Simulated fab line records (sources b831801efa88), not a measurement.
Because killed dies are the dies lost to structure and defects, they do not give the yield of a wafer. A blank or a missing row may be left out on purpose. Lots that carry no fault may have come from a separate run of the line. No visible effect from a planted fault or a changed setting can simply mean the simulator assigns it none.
Problem report in the 8D (eight disciplines) form, filled by code + flow gf180mcu + the parts of the form that need people (team, actions taken, sign-off) are left out

== 1. WHAT WENT WRONG ==
Mean of runLengthS at GF_SALICIDE_RTA_08: 111.6 s across 4 wafers in 3 lots; on wafers with no fault it is 58.8 s (standard deviation 0.56). Relative to the usual mean, that is a shift of +94 standard deviations.
The step: time 30 s.
Earliest sighting: wafer L433.2 on rtpAnneal-01 at day 18 20:46. The record has a number at this step for 20 wafers belonging to 7 lots. Rule for "out" (also "out of limits"): further than 4 standard deviations from the usual mean. The other wafers with a number count as sound.

== 2. WHAT IT IS, AND WHAT IT ISN'T ==
| question                    | is                             | is not                                                                                      |
|-----------------------------|--------------------------------|---------------------------------------------------------------------------------------------|
| which readings at this step | runLengthS                     | lampPowerPct                                                                                |
| which lots                  | L433, L434, L437               | L423, L438, L441, L443                                                                      |
| which wafers of those lots  | L433.2, L433.3, L434.3, L437.2 | L433.5, L434.1, L434.4, L437.4                                                              |
| read on which tools         | rtpAnneal-01                   | rtpAnneal-02                                                                                |
| when                        | from day 18 20:46              | up to then (4 sound wafers); but 12 sound wafers of L434, L437, L438, L441, L443 came after |

== 3. WHAT RULES OUT EACH SUSPECT ==
Counting: if a tool at a process step up to the reading ran every lot that is out, it stays a suspect. Sound lots after the first of them don't rule it out here, since some wafers of a struck lot are sound.
- rieDiel-02 at GF_SAB_ETCH_11 (etches SiO2 in C4F8/O2/Ar, target depth 55 nm, time 8.5 s): kept. It ran every lot that is out, first L433 (day 18 19:59).
- pvdSputter-03 at GF_SALICIDE_SPUTTER_02 (material Co, target thk 10 nm, time 20 s): kept. Ran every lot that is out, first one L433 (day 18 20:19); last sound lot up to then L423 (day 15 03:55).
- pvdSputter-03 at GF_SALICIDE_SPUTTER_03 (material TiN, target thk 20 nm, time 16.7 s): kept. Ran every lot that is out, first one L433 (day 18 20:21); last sound lot up to then L423 (day 15 03:56).
- rtpAnneal-01 at GF_SALICIDE_RTA_08 (time 30 s): kept. Ran every lot that is out, first one L433 (day 18 20:46); last sound lot up to then L423 (day 15 04:22). Its own runLengthS readings are out on those wafers.
Left after counting: rieDiel-02 at GF_SAB_ETCH_11, pvdSputter-03 at GF_SALICIDE_SPUTTER_02, pvdSputter-03 at GF_SALICIDE_SPUTTER_03, rtpAnneal-01 at GF_SALICIDE_RTA_08.

== 4. THE CAUSE (what the simulator had put in) ==
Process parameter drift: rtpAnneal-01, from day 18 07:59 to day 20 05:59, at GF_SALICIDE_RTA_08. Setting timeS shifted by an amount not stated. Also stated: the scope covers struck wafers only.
Counting leaves 4 suspects; this tool is one of them.

== 5. SEQUENCE OF EFFECTS, ordered by route ==
One row per reading whose mean, taken over the struck wafers that have a number, lies over 3 standard deviations from the usual. Scope: only readings with a usual standard deviation given in the record; hours: median across lots of the time from each lot's start at the first step in this table that gives one to its start at this step; sigmas: change in usual standard deviations.
| hours | step               | reading    | usual  | on struck wafers | change | sigmas |
|-------|--------------------|------------|--------|------------------|--------|--------|
| 0     | GF_SALICIDE_RTA_08 | runLengthS | 58.8 s | 111.6            | +52.8  | +94    |
The process steps in it:
- GF_SALICIDE_RTA_08: time 30 s.

== 6. HOW IT WOULD HAVE BEEN CAUGHT EARLIER ==
First out-of-limits reading in this record: day 18 20:46, which is 13 hours after fault onset at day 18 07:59.
